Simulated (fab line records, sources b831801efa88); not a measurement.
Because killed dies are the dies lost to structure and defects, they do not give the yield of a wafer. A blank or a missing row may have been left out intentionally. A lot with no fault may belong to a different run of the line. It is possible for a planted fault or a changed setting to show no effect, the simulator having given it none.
fab line records -- flow sky130
[record] lots = 4, wafers = 12, lastDay = 48
route steps=708 shown SD_N@351 SALICIDE@361 LI_CONTACT@362 LOCAL_INTERCONNECT@387 PAD_OPEN@708
lots untouched by any fault: they come from a run of this same line in which no faults occurred
startH: start of the lot's first displayed wafer, in hours after the record's first day -- waitH: hours since the lot's step before -- " same as the row above -- L1.1+2: several wafers, shown together as one row -- - no value, or no start given -- * or withheld: withheld -- < > ~ a bound
route shown NAME@n: a module of which the file shows steps, and the number in the route of the first -- usual: mean/standard deviation taken from wafers without a fault -- same: alike in all rows -- chamber/n: place in a boat -- sites: each site's reading -- _std_site: standard deviation across them -- _edge_site: outer sites' mean less inner sites' -- radiusMm: for every site, how far away it sits from the centre of the wafer -- mask NAME#n: copy n -- behind: the most recent tool/chamber to have shaped the wafer -- hold: cause of the lot's hold/its duration in hours/its outcome -- device: which transistor (n, p or np) failed to switch -- end of line: tests run on the same wafers once the route is complete -- a step with no rows: only its recipe -- killed: at the first sort, the dies lost to defects and structure; wafer yield is something else -- map: per-die view of a wafer (x killed, . not killed, _ where there is no die)
set.NAME: the run value of the setting; set.NAME@STEP: its run value at that earlier step -- model.NAME: the simulator's own value behind a step, which no gauge read
certain route steps with their lots: each step a table, each wafer a row
services: a tool's chamber out of use, with start hour (startH, from the record's first day; less than 0 if before it), hours out, and reason
[[steps]]
[step SKY_SD_N_IMPLANT_09]
[recipe] species = As, energyKev = 50, doseCm2 = 4e+15, tiltDeg = 0
[step SKY_SD_N_IMPLANT_10]
[recipe] species = P, energyKev = 20, doseCm2 = 1e+14, tiltDeg = 0
[step SKY_SD_N_STRIP_11]
[recipe] chemistry = O2/N2, powerW = 1400, pressureMtorr = 1500, platenTempC = withheld, o2FlowSccm = 3000, n2FlowSccm = 300, overashFraction = 0.5
[step SKY_SD_N_CLEAN_13]
[recipe] chemistry = SC1/SC2, mix = 1:4:20, tempC = 70, timeS = 150, dry = n2Spin
[step SKY_SD_N_RTA_14]
[recipe] tempC = 1075, timeS = 2, idleTempC = 650, rampUpCPerS = 150, rampDownCPerS = 90, ambient = N2
[step SKY_SALICIDE_CLEAN_00]
[recipe] chemistry = HF-last, timeS = 30, dilution = 100:1, dry = ipaMarangoni
[step SKY_LI_CONTACT_HDPCVD_00]
[recipe] material = PSG, targetThkNm = 930, sigmaOpenFrac = 0.3, timeS = 155, tempC = 600, sih4FlowSccm = 60, pressureMtorr = 6
lot.wafer,tool,chamber,startH,waitH
L758.1+2+4,hdpcvd-01,"0,1,1",696.73,0.0
L759.2+3+5,hdpcvd-01,"0,1,0",702.63,0.0
L764.2+4+6,hdpcvd-01,1,740.28,0.0
L766.2+3+5,hdpcvd-01,"1,0,0",764.25,0.0
[step SKY_LI_CONTACT_CMP_02]
[recipe] material = PSG, downForcePsi = 4, platenRpm = 60, padVelocityMS = 0.94248
[step SKY_LI_CONTACT_DEHYDRATE_04]
[recipe] tempC = 200, timeS = 60
[step SKY_LI_CONTACT_HMDS_05]
[recipe] primeTimeS = 60, primeTempC = 120
[step SKY_LI_CONTACT_COAT_06]
[recipe] resist = BARC, tempC = withheld, timeS = withheld, spinRpm = 3000, resistThkNm = 60
[step SKY_LI_CONTACT_COAT_07]
[recipe] resist = KrF-thick, spinRpm = 3000, resistThkNm = 450
[step SKY_LI_CONTACT_SOFTBAKE_08]
[recipe] tempC = 100, timeS = 90, resist = KrF-thick
[step SKY_LI_CONTACT_EXPOSE_09]
[recipe] maskId = LICM1, na = 0.8, sourceShape = annular, sigmaInner = 0.55, sigmaOuter = 0.85, targetCdNm = 170, doseMj = 38
[step SKY_LI_CONTACT_PEB_10]
[recipe] pebTempC = withheld, pebTimeS = withheld, resist = KrF-thick
[step SKY_LI_CONTACT_DEVELOP_11]
[recipe] developTimeS = 60, resist = KrF-thick, devTempC = 21
[step SKY_LI_CONTACT_ETCH_14]
[recipe] chemistry = N2/H2, target = BARC, ionEnergyEv = 200, sourceW = 500, biasW = 100, pressureMtorr = 30, n2FlowSccm = 100, h2FlowSccm = 200, stopOn = SiO2, timeS = 45.9, targetDepthA = 600
[step SKY_LI_CONTACT_ETCH_15]
[recipe] target = PSG, chemistry = C4F8/O2/Ar, stopOn = Si, taperDeg = 4.15, maskMaterial = KrF-thick, sourceW = 1500, biasW = 1200, pressureMtorr = 40, c4f8FlowSccm = withheld, O2_flow_sccm = 6, Ar_flow_sccm = 300, timeS = withheld, targetDepthA = 6000
[step SKY_LI_CONTACT_STRIP_16]
[recipe] chemistry = O2/N2, powerW = 1400, pressureMtorr = 1500, platenTempC = withheld, o2FlowSccm = 3000, n2FlowSccm = 300, overashFraction = 0.5
[step SKY_LI_CONTACT_CLEAN_17]
[recipe] chemistry = NMP, timeS = 600, tempC = 60, dry = n2Spin
[step SKY_LI_CONTACT_PRE_CLEAN_18]
[recipe] gas = Ar, timeS = 5.6, biasV = 358
[step SKY_LI_CONTACT_SPUTTER_19]
[recipe] material = Ti, targetThkNm = 20, chamberPressurePa = 5, powerW = 2500, substrateTempC = 200, timeS = 106.37
[step SKY_LI_CONTACT_SPUTTER_20]
[recipe] material = TiN, targetThkNm = 20, chamberPressurePa = 5, powerW = 4000, timeS = 80
[step SKY_LI_CONTACT_CVD_21]
[recipe] material = W, targetThkNm = 400, timeS = 120.56, tempC = 400, pressureTorr = 40
[step SKY_LI_CONTACT_CMP_24]
[recipe] stopOn = PSG, tOverpolishS = 20, downForcePsi = 3.5, platenRpm = 60, targetThkNm = 0, padVelocityMS = 0.94248
[step SKY_LOCAL_INTERCONNECT_SPUTTER_00]
[recipe] material = TiN, targetThkNm = 100, tempC = 300, powerW = 6500, timeS = 83.3, chamberPressurePa = 0.4
[step SKY_LOCAL_INTERCONNECT_DEHYDRATE_03]
[recipe] tempC = 200, timeS = 60
[step SKY_LOCAL_INTERCONNECT_HMDS_04]
[recipe] primeTimeS = 60, primeTempC = 120
[step SKY_PAD_OPEN_PROBE_99]
[usual] killed_at_M0_to_M3 = 43/7.1, killed_at_M4_up = 3.2/1.9, killedAtContacts = 23/5.1, killedAtFrontEnd = 15/4.5, killedAtOther = 0.4/0.65, killedDies = 85/9.4, killedOpen = 47/6.8, killedShort = 38/6.1
[same] grossDies = 492, killedAtBackSide = 0
lot.wafer,tool,chamber,startH,waitH,killed_at_M0_to_M3,killed_at_M4_up,killedAtContacts,killedAtFrontEnd,killedAtOther,killedDies,killedOpen,killedShort
L764.2,prober-02,-,1147.80,0.1,46,3,67,19,0,135,47,35
L764.4,prober-02,-,1147.90,0.2,39,4,67,17,0,127,45,39
L764.6,prober-02,-,1148.00,0.2,51,1,78,20,1,151,51,42
L766.2,prober-02,-,1162.62,0.1,40,3,67,14,0,124,47,33
L766.3,prober-02,-,1162.67,0.2,33,5,28,15,0,81,55,26
L766.5,prober-02,-,1162.77,0.2,32,3,26,20,0,81,49,32
// killed by level:class
L764.2 LI_CONTACT:unspecified=53 VIA1:geometricParticle:open=12 VIA2:geometricParticle:open=8 CONTACT:geometricParticle:open=8 VIA2:geometricParticle:short=7 VIA1:geometricParticle:short=5 FIELD_ISO:geometricParticle:short=4 FIELD_ISO:geometricParticle:open=4
L764.4 LI_CONTACT:unspecified=43 VIA3:geometricParticle:open=13 CONTACT:geometricParticle:open=10 VIA1:geometricParticle:open=7 METAL2:geometricParticle:short=6 POLY_GATE:geometricParticle:open=5 FIELD_ISO:geometricParticle:short=4 LI_CONTACT:geometricParticle:short=4
L764.6 LI_CONTACT:unspecified=57 VIA1:geometricParticle:open=11 CONTACT:geometricParticle:open=9 VIA3:geometricParticle:open=8 METAL1:geometricParticle:short=6 VIA2:geometricParticle:open=6 FIELD_ISO:geometricParticle:short=5 METAL3:geometricParticle:short=5
L766.2 LI_CONTACT:unspecified=44 VIA1:geometricParticle:open=9 VIA1:geometricParticle:short=8 CONTACT:geometricParticle:open=8 FIELD_ISO:geometricParticle:open=7 LI_CONTACT:geometricParticle:open=7 VIA2:geometricParticle:open=6 CONTACT:geometricParticle:short=4
L766.3 CONTACT:geometricParticle:open=13 VIA1:geometricParticle:open=11 LI_CONTACT:geometricParticle:open=7 VIA2:geometricParticle:open=6 FIELD_ISO:geometricParticle:open=5 VIA3:geometricParticle:open=5 LOCAL_INTERCONNECT:geometricParticle:short=4 METAL4:geometricParticle:short=3
L766.5 LI_CONTACT:geometricParticle:open=9 CONTACT:geometricParticle:open=9 METAL1:geometricParticle:short=7 FIELD_ISO:geometricParticle:short=6 FIELD_ISO:geometricParticle:open=5 VIA1:geometricParticle:open=5 VIA2:geometricParticle:open=5 CONTACT:geometricParticle:short=4
// map L764.6 (x killed, . not)
__________...x.x...._________
________............x._______
______.x......xxx......x_____
_____.x....x...........x.____
____...x...x..xx..x...x...___
___.......xx.xx..x......x..__
__..x...xx....xx.xxxx..x..x._
_.........x..xxxxxxxxx....x..
_..x.....x..xxxxxxxxxx.......
_..x....x...xxxxxxxxxx..x....
_.x.........xxxxxxxxxx..x....
_.xx....x....xxxxxxxx....x..x
_x.xxx.......xx.xxxx..x.x....
_........x..x.....x...x....x.
_.x...........x..x.x.....x...
__...xx.x.....xx..xx..x....._
___..x........x......x.....__
____.x...x.x.xxx.x...x.x..___
_____.......xx....x..x...____
______.......x..x......._____
________.....xx...x.x._______
__________..x.xx.x.._________
// map L766.2 (x killed, . not)
__________.x........_________
________....x....xx..._______
______.........x...xx..x_____
_____....................____
____.....x..x.x....x......___
___x...x..xx..x..x..x......__
__.x.x.x......xxxxx........._
_.x...x...xxxxxxxxxx.x.......
_..x......x.x.xxxxxxx.....xx.
_.x.........xxxxxxxx.x..x....
_.xxxx..x....xxxxxxxx.....x..
_...x.........xxxxxxx.xx.....
_..xx....x......xxx..x..x....
_...x............xx..........
_x.........x.................
__.......xx.............x..._
___.x.x....x..xx..........x__
____...x..................___
_____.x...xx.....x...x...____
______..x...x.xx...xx..._____
________...x.........._______
__________x........x_________
[[services]]
tool,chamber,startH,hours,kind
hdpcvd-01,2,728.81,6.1,repair
hdpcvd-01,0,735.07,12.2,repair
hdpcvd-01,-,749.67,0.8,repair
[[key]]
[firstSign] step = SKY_PAD_OPEN_PROBE_99, reading = killedAtContacts, direction = up, sigmas = 9.2, usual = 23, struck = 70
[effect] step = SKY_PAD_OPEN_PROBE_99, reading = killedDies, direction = up, sigmas = 5.2, usual = 85, struck = 134
metAt SKY_LI_CONTACT_HDPCVD_00
struckWafers L764.2,L764.4,L764.6,L766.2
testerLeftOut L764,L766
onsetBetween 702.63 740.28
[fault] kind = chamberParticleSource, tool = hdpcvd-01, chamber = 1, onsetH = 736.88, steps = SKY_LI_CONTACT_HDPCVD_00, ratePerVisitCm2 = 0.65083, endH = 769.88
// testerLeftOut: of these lots the tester's yield and bins aren't shown, on N5 and GAA mostly nor the transistor test; their killed dies are dies lost to structure and defects alone, not to doping, threshold or leakage, so they don't give the yield
